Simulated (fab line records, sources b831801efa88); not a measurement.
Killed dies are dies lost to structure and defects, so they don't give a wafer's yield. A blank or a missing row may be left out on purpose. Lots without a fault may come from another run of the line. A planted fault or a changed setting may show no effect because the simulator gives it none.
A struck lot beside a sound one | flow gf180mcu | 43 steps out of a route of 602
Sound: wafers L331.2, L331.3, L331.4. Struck: wafers L339.1, L339.4, L339.5. The cause comes at the end.
At each step with rows: each side's tool, then ch and its chambers, then its first start. Under that, the readings that differ: sound wafers | struck wafers | difference of the means | sigmas: that difference in standard deviations of wafers without a fault.
alike: readings whose means differ by less than 2 such deviations, and words and numbers that are the same on both sides. not compared: withheld readings, readings that some wafer has no value for, bounds like >300 that may hide the same value, and numbers for which the record gives no deviation and whose values overlap.
The two part at a step that has a row with sigmas, a row that says differs or no value, or rows on one side only. Numbers that don't overlap but have no deviation are shown without sigmas and don't part them. A reading that every wafer of one side lacks parts them only if that side has two wafers or more.

first, 3 steps without rows for these wafers: GF_STI_WET_ETCH_27 (etches Si3N4 in H3PO4, target depth 160 nm, time 1825 s); GF_STI_WET_ETCH_28 (etches SiO2 in dHF, target depth 20 nm, time 40 s); GF_STI_OXIDATION_29 (stabilise 600 s, purge 300 s, target thk 10 nm).
GF_STI_THK_MEAS_30:
  sound on film_metro-01, day 3 15:11; struck on film_metro-04, day 5 05:31
  alike: STI_OXIDATION_02_THK
then, 8 steps without rows for these wafers: GF_DNWELL_DEHYDRATE_00 (time 60 s); GF_DNWELL_HMDS_01 (prime time 60 s); GF_DNWELL_COAT_02 (resist thk 3000 nm); GF_DNWELL_SOFTBAKE_03; GF_DNWELL_EXPOSE_04 (exposes mask DNWELL, target cd 1700 nm); GF_DNWELL_PEB_05; GF_DNWELL_DEVELOP_06 (develop time 60 s); GF_DNWELL_IMPLANT_07.
GF_DNWELL_STRIP_08: strips in O2/N2.
  sound on plasma_asher-02 ch 0,1, day 4 04:25; struck on plasma_asher-04 ch 0,1, day 5 19:27
  alike: drypump_motor_current_A, heater_power_w, oes_product_au, strip_time_to_endpoint_s
  not compared: rf_hours_counter_h
GF_DNWELL_TW_MEAS_09:
  sound on film_metro-04, day 4 04:31; struck on film_metro-02, day 5 19:33
  alike: DNWELL_TW
then, 7 steps without rows for these wafers: GF_NWELL_DEHYDRATE_00 (time 60 s); GF_NWELL_HMDS_01 (prime time 60 s); GF_NWELL_COAT_02 (resist thk 3000 nm); GF_NWELL_SOFTBAKE_03; GF_NWELL_EXPOSE_04 (exposes mask Nwell, target cd 860 nm); GF_NWELL_PEB_05; GF_NWELL_DEVELOP_06 (develop time 60 s).
GF_NWELL_OVL_MEAS_07:
  sound on overlay-02, day 4 18:16; struck on overlay-01, day 6 10:26
  alike: NWELL_OVL
then, 2 steps without rows for these wafers: GF_NWELL_IMPLANT_08; GF_NWELL_IMPLANT_09.
GF_NWELL_STRIP_10: strips in O2/N2.
  sound on plasma_asher-04 ch 0,1, day 4 18:35; struck on plasma_asher-01 ch 1, day 6 10:46
  alike: drypump_motor_current_A, heater_power_w, oes_product_au, strip_time_to_endpoint_s
  not compared: rf_hours_counter_h
GF_NWELL_TW_MEAS_11:
  sound on film_metro-01, day 4 18:42; struck on film_metro-01, day 6 10:52
  alike: NWELL_TW
then, 7 steps without rows for these wafers: GF_LVPWELL_DEHYDRATE_00 (time 60 s); GF_LVPWELL_HMDS_01 (prime time 60 s); GF_LVPWELL_COAT_02 (resist thk 3000 nm); GF_LVPWELL_SOFTBAKE_03; GF_LVPWELL_EXPOSE_04 (exposes mask LVPWELL, target cd 600 nm); GF_LVPWELL_PEB_05; GF_LVPWELL_DEVELOP_06 (develop time 60 s).
GF_LVPWELL_OVL_MEAS_07:
  sound on overlay-02, day 5 08:57; struck on overlay-02, day 7 01:51
  alike: LVPWELL_OVL
then, 2 steps without rows for these wafers: GF_LVPWELL_IMPLANT_08; GF_LVPWELL_IMPLANT_09.
GF_LVPWELL_STRIP_10: strips in O2/N2.
  sound on plasma_asher-01 ch 0,1, day 5 09:19; struck on plasma_asher-02 ch 0,1, day 7 02:11
  reading            | sound       | struck      | difference | sigmas
  heater_power_w (W) | 345 311 354 | 280 281 314 | -45        | -2
  alike: drypump_motor_current_A, oes_product_au, strip_time_to_endpoint_s
  not compared: rf_hours_counter_h
GF_LVPWELL_TW_MEAS_11:
  sound on film_metro-02, day 5 09:25; struck on film_metro-02, day 7 02:17
  alike: LVPWELL_TW
then, 4 steps without rows for these wafers: GF_MVSD_DEHYDRATE_00 (time 60 s); GF_MVSD_HMDS_01 (prime time 60 s); GF_MVSD_COAT_02 (resist thk 3000 nm); GF_MVSD_SOFTBAKE_03.
-- the record jumps here: 26 days lie between the struck wafers' starts before and after (it left off in module MVSD and takes up again in module PASSIVATION, whose first step shown is number 602 of the route) --
GF_PASSIVATION_PROBE_99:
  the record has rows for the struck wafers here (prober-01, day 33 01:20) and none for the sound ones

WHERE THEY PART
First at GF_LVPWELL_STRIP_10; last, within this record, at GF_PASSIVATION_PROBE_99.

WHY: what the simulator had put in
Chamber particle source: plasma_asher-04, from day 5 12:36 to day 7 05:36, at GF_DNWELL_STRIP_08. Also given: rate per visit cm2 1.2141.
